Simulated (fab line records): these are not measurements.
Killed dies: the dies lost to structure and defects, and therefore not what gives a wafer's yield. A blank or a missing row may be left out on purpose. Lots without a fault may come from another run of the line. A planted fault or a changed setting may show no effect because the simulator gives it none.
The tool behind it: which one? | flow sky130 | at 1 step of a route of 708, 12 lots with 36 wafers sampled

== WHAT EACH GAUGE READ, for each wafer ==
SKY_FIELD_ISO_THK_MEAS_04.
lot  | measured    | on            | FIELD_ISO_CVD_03_THK (nm)
L075 | day 1 19:36 | film_metro-02 | 163.6 163.3 163.6
L077 | day 2 04:29 | film_metro-02 | 162.2 164.2 162.0
L079 | day 2 14:30 | film_metro-02 | 164.6 164.2 166.1
L081 | day 3 02:42 | film_metro-02 | 162.3 163.1 164.2
L083 | day 3 12:58 | film_metro-02 | 165.3 166.1 164.9
L085 | day 3 21:23 | film_metro-01 | 164.9 163.8 164.3
L087 | day 4 06:29 | film_metro-04 | 163.5 166.1 164.2
L089 | day 4 21:03 | film_metro-04 | 161.5 161.0 163.1
L091 | day 5 05:30 | film_metro-02 | 161.8 161.5 162.6
L093 | day 5 14:32 | film_metro-04 | 162.7 162.2 162.5
L095 | day 5 22:59 | film_metro-01 | 162.1 162.6 163.3
L097 | day 6 09:20 | film_metro-04 | 164.8 162.2 163.5

== TOOL THAT RAN EACH LOT (tool first, then ch and the chambers of the sampled wafers, then the start) ==
The record shows no process step preceding these readings.

== THE ANSWER, worked out from the rows above alone ==
Rule: what is usual is taken from the lots themselves. Put in order of their means at a reading, lots are off if they are a third of the lots or fewer, leave a main group of 4 or more, and stand apart from it by a gap of 3 or more times the standard deviation of the main group's means; of several such gaps the widest counts. If all means in a main group match to the digits the tables above print for the reading, that group is not used. Also off: a lot with no number at a reading for which 4 or more lots have one. Any other lot the step has rows for is counted as sound.
Across all readings shown, no lot is off: no conclusion can be drawn from this.

== WHAT WAS PUT IN BY THE SIMULATOR ==
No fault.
